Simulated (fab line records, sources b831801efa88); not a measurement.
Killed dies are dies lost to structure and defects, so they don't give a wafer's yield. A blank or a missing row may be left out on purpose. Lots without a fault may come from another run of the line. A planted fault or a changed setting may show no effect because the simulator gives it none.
Problem report in the 8D (eight disciplines) form, filled by code | flow gf180mcu | the parts of the form that need people (team, actions taken, sign-off) are left out

1. THE PROBLEM
V4_W_RS at GF_V4_RS_MEAS_24 reads a mean of 0.493 ohm/sq on 3 wafers of 2 lots; wafers without a fault read 0.327 ohm/sq with a standard deviation of 0.0046. That is +36 standard deviations from the usual mean.
The step: measures by four-point-probe.
First seen on wafer L151.2, day 28 12:34, on film_metro-03. The record holds 30 wafers of 10 lots with a number at this step. Rule for "out", or "out of limits": more than 4 standard deviations from the usual mean. The other wafers with a number count as sound.

2. WHAT IT IS AND WHAT IT IS NOT
question                    | is                     | is not
which readings at this step | V4_W_RS                | -
which lots                  | L151, L153             | L141, L144, L146, L150, L155, L157, L158, L161
which wafers of those lots  | L151.2, L151.4, L153.6 | L151.1, L153.3, L153.5
read on which gauges        | film_metro-03          | film_metro-02, film_metro-04
when                        | from day 28 12:34      | up to then (13 sound wafers); but 14 sound wafers of L153, L155, L157, L158, L161 came after

3. SUSPECTS, AND WHAT RULES EACH OUT
Counting: a tool at a process step up to the reading stays a suspect if it ran every lot that is out. Sound lots after the first of them don't rule it out here, since some wafers of a struck lot are sound.
- the gauge at GF_V4_RS_MEAS_24: ruled out. All the wafers that are out were read on film_metro-03, but those of them that GF_V4_CMP_26 has rows for are out there too, on other tools.
- cvd_w-01 at GF_V4_CVD_23 (deposits W, target thk 350 nm, time 104.9 s): kept. It ran every lot that is out, first L151 (day 28 12:25); its last sound lot up to then is L150 (day 28 10:07).
- Within cvd_w-01 at GF_V4_CVD_23: the wafers that are out ran in chamber 1; their sound lot-mates ran in chamber 0.
Left after counting: cvd_w-01 at GF_V4_CVD_23.

4. THE CAUSE (what the simulator had put in)
Process parameter drift: cvd_w-01, from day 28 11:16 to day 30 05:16, at GF_V4_CVD_23. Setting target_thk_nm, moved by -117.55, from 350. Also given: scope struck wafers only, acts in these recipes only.
Counting left only this tool.

5. THE CHAIN OF EFFECTS, in route order
Each row: a reading whose mean over the struck wafers that have a number lies more than 3 standard deviations from the usual. Only readings for which the record gives a usual standard deviation are gone through. hours: the time from each lot's start at the first step in this table that gives one to its start at this step, as a median over the lots. sigmas: the change in usual standard deviations.
hours | step              | reading            | usual        | on struck wafers | change | sigmas
0     | GF_V4_RS_MEAS_24  | V4_W_RS            | 0.327 ohm/sq | 0.493            | +0.166 | +36
2     | GF_V4_THK_MEAS_25 | V4_W_THK           | 339 nm       | 228              | -111   | -21
7     | GF_V4_CMP_26      | time_to_endpoint_s | 85 s         | 55               | -30    | -8.7
The process steps in it:
- GF_V4_CMP_26: polishes, stops on SiO2, t overpolish 15 s, target thk 0 nm.

6. WHAT WOULD HAVE CAUGHT IT SOONER
In this record the first reading out of limits at a measuring or inspecting step was taken at day 28 12:34, 1 hour after the fault began at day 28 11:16.
Of the tool readings at GF_V4_CVD_23 for which the record gives a usual standard deviation, none was out on any struck wafer, so an alarm limit of 4 standard deviations on them would not have fired.
Of the lots that are out (2), L153 began GF_V4_CVD_23 on cvd_w-01 after day 28 12:34. A hold on the tool at that time would have spared it.
